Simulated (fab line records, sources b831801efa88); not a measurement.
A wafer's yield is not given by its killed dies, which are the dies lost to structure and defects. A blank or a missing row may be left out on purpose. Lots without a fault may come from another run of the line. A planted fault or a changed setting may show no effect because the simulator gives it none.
Split-lot study / flow gf180mcu / on a route of 602 steps: 5 lots, 23 wafers read

== ON THE SPLIT ==
At GF_NWELL_IMPLANT_09, the setting energyKev was moved away from the recipe's 160 on 5 of the 23 wafers read, by +5.2% to +7.0%. The other wafers ran this setting at the recipe's value.

The reading is taken at the split's own step.

== THE READING ==
implant.drpNm (the simulator's own value, which no gauge read), in nm, at GF_NWELL_IMPLANT_09. There is no usual value for it anywhere in the file.

wafer=L074.1; tool, chamber at the split=implanter-02, 0; energyKev as run=160; against the recipe=recipe; implant.drpNm, nm=65.9; against lot-mates on the recipe=-
wafer=L074.2; tool, chamber at the split=implanter-02, 0; energyKev as run=160; against the recipe=recipe; implant.drpNm, nm=65.9; against lot-mates on the recipe=-
wafer=L074.3; tool, chamber at the split=implanter-02, 0; energyKev as run=160; against the recipe=recipe; implant.drpNm, nm=65.9; against lot-mates on the recipe=-
wafer=L078.1; tool, chamber at the split=implanter-02, 0; energyKev as run=168.3; against the recipe=+5.2%; implant.drpNm, nm=68.39; against lot-mates on the recipe=+2.49
wafer=L078.4; tool, chamber at the split=implanter-02, 0; energyKev as run=168.3; against the recipe=+5.2%; implant.drpNm, nm=68.39; against lot-mates on the recipe=+2.49
wafer=L078.2; tool, chamber at the split=implanter-02, 0; energyKev as run=160; against the recipe=recipe; implant.drpNm, nm=65.9; against lot-mates on the recipe=-
wafer=L078.3; tool, chamber at the split=implanter-02, 0; energyKev as run=160; against the recipe=recipe; implant.drpNm, nm=65.9; against lot-mates on the recipe=-
wafer=L078.6; tool, chamber at the split=implanter-02, 0; energyKev as run=160; against the recipe=recipe; implant.drpNm, nm=65.9; against lot-mates on the recipe=-
wafer=L081.1; tool, chamber at the split=implanter-02, 0; energyKev as run=160; against the recipe=recipe; implant.drpNm, nm=65.9; against lot-mates on the recipe=-
wafer=L081.4; tool, chamber at the split=implanter-02, 0; energyKev as run=160; against the recipe=recipe; implant.drpNm, nm=65.9; against lot-mates on the recipe=-
wafer=L081.3; tool, chamber at the split=implanter-02, 0; energyKev as run=171.2; against the recipe=+7.0%; implant.drpNm, nm=69.26; against lot-mates on the recipe=+3.36
wafer=L081.5; tool, chamber at the split=implanter-02, 0; energyKev as run=171.2; against the recipe=+7.0%; implant.drpNm, nm=69.26; against lot-mates on the recipe=+3.36
wafer=L081.6; tool, chamber at the split=implanter-02, 0; energyKev as run=171.2; against the recipe=+7.0%; implant.drpNm, nm=69.26; against lot-mates on the recipe=+3.36
wafer=L082.1; tool, chamber at the split=implanter-03, 0; energyKev as run=160; against the recipe=recipe; implant.drpNm, nm=65.9; against lot-mates on the recipe=-
wafer=L082.3; tool, chamber at the split=implanter-03, 0; energyKev as run=160; against the recipe=recipe; implant.drpNm, nm=65.9; against lot-mates on the recipe=-
wafer=L082.4; tool, chamber at the split=implanter-03, 0; energyKev as run=160; against the recipe=recipe; implant.drpNm, nm=65.9; against lot-mates on the recipe=-
wafer=L082.5; tool, chamber at the split=implanter-03, 0; energyKev as run=160; against the recipe=recipe; implant.drpNm, nm=65.9; against lot-mates on the recipe=-
wafer=L082.6; tool, chamber at the split=implanter-03, 0; energyKev as run=160; against the recipe=recipe; implant.drpNm, nm=65.9; against lot-mates on the recipe=-
wafer=L085.1; tool, chamber at the split=implanter-04, 0; energyKev as run=160; against the recipe=recipe; implant.drpNm, nm=65.9; against lot-mates on the recipe=-
wafer=L085.2; tool, chamber at the split=implanter-04, 0; energyKev as run=160; against the recipe=recipe; implant.drpNm, nm=65.9; against lot-mates on the recipe=-
wafer=L085.3; tool, chamber at the split=implanter-04, 0; energyKev as run=160; against the recipe=recipe; implant.drpNm, nm=65.9; against lot-mates on the recipe=-
wafer=L085.4; tool, chamber at the split=implanter-04, 0; energyKev as run=160; against the recipe=recipe; implant.drpNm, nm=65.9; against lot-mates on the recipe=-
wafer=L085.6; tool, chamber at the split=implanter-04, 0; energyKev as run=160; against the recipe=recipe; implant.drpNm, nm=65.9; against lot-mates on the recipe=-

FIT RESULTS
A straight line over all 23 wafers: implant.drpNm changes by +0.48 nm for each +1% of energyKev; r = +1.00; the points scatter about the line by 0 nm.
The same after taking each lot's own level away (the mean of its wafers on the recipe; 23 wafers): +0.48 nm for each +1%; r = +1.00; scatter 0 nm.
That fit puts the effect of the largest move of energyKev on the reading at 3.4 nm.
The lots' own levels span 65.900 to 65.900 nm.
The two slopes agree, so the slope changes little with the lot-to-lot level.
Check: with one of the wafers moved furthest among these (+7.0%) left out of the fit, the line predicts +3.36 nm for it against its lot-mates. Against them it came out at +3.36 nm.

== OTHER SPLITS APPLIED TO THESE WAFERS ==
These wafers also went through other splits before the reading. Each is held against what the fit with the lots' levels taken away leaves over:
other split on the same wafers=GF_STI_OXIDATION_01 tempC; wafers away from the commonest value=15; r with implant.drpNm (lot level and that fit taken away)=-0.27
other split on the same wafers=GF_NWELL_EXPOSE_04 doseMj; wafers away from the commonest value=6; r with implant.drpNm (lot level and that fit taken away)=+0.11

== THE WHOLE CHAIN: every reading that the file lists as answering this split, in the file's order ==
step=GF_NWELL_IMPLANT_09; what it does=; reading=implant.rpNm (the simulator's own value, which no gauge read); change (the file's fit)=+2.03 nm for each +1% of the setting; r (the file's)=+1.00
step=GF_NWELL_IMPLANT_09; what it does=; reading=implant.drpNm (the simulator's own value, which no gauge read); change (the file's fit)=+0.48 nm for each +1% of the setting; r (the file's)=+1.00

== FILE'S OWN FIT ==
implant.drpNm changes by +0.48 nm for each +1% of energyKev, r = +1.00.
